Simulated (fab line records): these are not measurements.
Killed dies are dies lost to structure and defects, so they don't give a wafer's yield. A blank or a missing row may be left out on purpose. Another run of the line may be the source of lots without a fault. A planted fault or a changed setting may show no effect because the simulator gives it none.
Shared-tool check	flow sky130	13 lots and 39 wafers in the sample

== THE REASON FOR OPENING IT ==
Of 13 lots, 1 have the reading VT_ADJUST_LVTN_TW flagged at SKY_VT_ADJUST_LVTN_TW_MEAS_10. Fault-free wafers read 239.7, with a standard deviation of 1.8.
Rule: flag the lot when none of its wafers has a number, or when each of its wafers that has one lies beyond 4 standard deviations from that mean. The rest of the lots are taken to be sound.

lot	measured	on	VT_ADJUST_LVTN_TW, wafer by wafer	flag
L752	day 6 19:10	film metro-02	241.4 241.3 241.9	
L753	day 7 02:01	film metro-04	238.6 237.2 239.9	
L757	day 8 08:46	film metro-02	242.2 241.9 242.2	
L760	day 9 05:01	film metro-02	240.9 241.6 241.4	
L762	day 9 18:45	film metro-04	29.5 29.7 29.8	FLAGGED
L764	day 9 23:58	film metro-02	240.7 240.1 241.3	
L765	day 10 09:00	film metro-04	238.5 239.2 239.2	
L767	day 10 22:14	film metro-04	239.0 239.3 237.2	
L770	day 11 20:56	film metro-04	237.9 239.3 237.3	
L769	day 11 22:14	film metro-04	237.6 238.6 238.6	
L772	day 12 07:34	film metro-02	241.9 242.4 242.0	
L774	day 12 15:56	film metro-02	241.5 241.5 241.4	
L775	day 13 04:25	film metro-03	240.1 238.9 240.2	
Flagged lots average 29.7: -210.0 relative to the usual, that is -99 or more standard deviations.

== EACH LOT AND THE TOOL IT RAN ON ==
2 process steps preceding the reading are held in the record, out of 708 steps in the route. In each cell: the tool, then ch and the chambers that the sampled wafers went through, then the start.
lot	flag	SKY_VT_ADJUST_HVTP_STRIP_10	SKY_VT_ADJUST_LVTN_STRIP_09
L752		plasma asher-01 ch 0,1, day 6 00:10	plasma asher-04 ch 1, day 6 19:04
L753		plasma asher-02 ch 0,1, day 6 07:07	plasma asher-02 ch 0,1, day 7 01:55
L757		plasma asher-04 ch 0,1, day 7 12:34	plasma asher-02 ch 0,1, day 8 08:40
L760		plasma asher-01 ch 0,1, day 8 08:05	plasma asher-04 ch 0,1, day 9 04:55
L762	FLAGGED	plasma asher-04 ch 0,1, day 8 21:01	plasma asher-02 ch 0,1, day 9 18:39
L764		plasma asher-01 ch 0,1, day 9 02:22	plasma asher-03 ch 0, day 9 23:52
L765		plasma asher-02 ch 0,1, day 9 10:41	plasma asher-02 ch 0,1, day 10 08:54
L767		plasma asher-02 ch 0,1, day 9 23:28	plasma asher-04 ch 0,1, day 10 22:07
L770		plasma asher-02 ch 0,1, day 10 22:07	plasma asher-02 ch 0, day 11 20:49
L769		plasma asher-01 ch 0,1, day 10 23:10	plasma asher-04 ch 0,1, day 11 22:09
L772		plasma asher-01 ch 0,1, day 11 09:13	plasma asher-03 ch 0,1, day 12 07:28
L774		plasma asher-04 ch 0,1, day 11 17:13	plasma asher-02 ch 0,1, day 12 15:49
L775		plasma asher-04 ch 0,1, day 12 03:56	plasma asher-03 ch 0,1, day 13 04:19
What these steps do:
- SKY_VT_ADJUST_HVTP_STRIP_10: strips in O2/N2.
- SKY_VT_ADJUST_LVTN_STRIP_09: strips in O2/N2.
- SKY_VT_ADJUST_LVTN_TW_MEAS_10

== FLAGGED OVER TOTAL, TOOL BY TOOL (the gauges that took the reading come last) ==
step	tool	lots run	flagged	share of the flagged lots	sound lots run after its first flagged lot
SKY_VT_ADJUST_HVTP_STRIP_10	plasma asher-01	5	0	none	-
SKY_VT_ADJUST_HVTP_STRIP_10	plasma asher-02	4	0	none	-
SKY_VT_ADJUST_HVTP_STRIP_10	plasma asher-04	4	1	all	2 (L774,L775)
SKY_VT_ADJUST_LVTN_STRIP_09	plasma asher-02	6	1	all	3 (L765,L770,L774)
SKY_VT_ADJUST_LVTN_STRIP_09	plasma asher-03	3	0	none	-
SKY_VT_ADJUST_LVTN_STRIP_09	plasma asher-04	4	0	none	-
SKY_VT_ADJUST_LVTN_TW_MEAS_10	film metro-02	6	0	none	-
SKY_VT_ADJUST_LVTN_TW_MEAS_10	film metro-03	1	0	none	-
SKY_VT_ADJUST_LVTN_TW_MEAS_10	film metro-04	6	1	all	4 (L765,L767,L770,L769)

== THE TABLE: WHAT IT ALLOWS ==
3 rows of the table ran every flagged lot: plasma asher-04 at SKY_VT_ADJUST_HVTP_STRIP_10, plasma asher-02 at SKY_VT_ADJUST_LVTN_STRIP_09, film metro-04 at SKY_VT_ADJUST_LVTN_TW_MEAS_10.
- plasma asher-04 at SKY_VT_ADJUST_HVTP_STRIP_10 ran 4 lots, 1 of them flagged. After the first flagged lot (L774, L775), sound lots still ran on it; a lasting fault on the whole tool would not permit that. Its own readings (oes product au) fall more than 4 standard deviations out on all wafers of the flagged lots.
- plasma asher-02 at SKY_VT_ADJUST_LVTN_STRIP_09 ran 6 lots, 1 of them flagged. After the first flagged lot (L765, L770, L774), sound lots still ran on it; a lasting fault on the whole tool would not permit that. Its own readings (strip time to endpoint s) fall more than 4 standard deviations out on all wafers of the flagged lots.
- film metro-04 at SKY_VT_ADJUST_LVTN_TW_MEAS_10 ran 6 lots, 1 of them flagged. After the first flagged lot (L765, L767, L770, L769), sound lots still ran on it; a lasting fault on the whole tool would not permit that.
Every row of the table either missed a flagged lot or ran a sound lot after the first.

== WHAT HAD BEEN PUT IN BY THE SIMULATOR ==
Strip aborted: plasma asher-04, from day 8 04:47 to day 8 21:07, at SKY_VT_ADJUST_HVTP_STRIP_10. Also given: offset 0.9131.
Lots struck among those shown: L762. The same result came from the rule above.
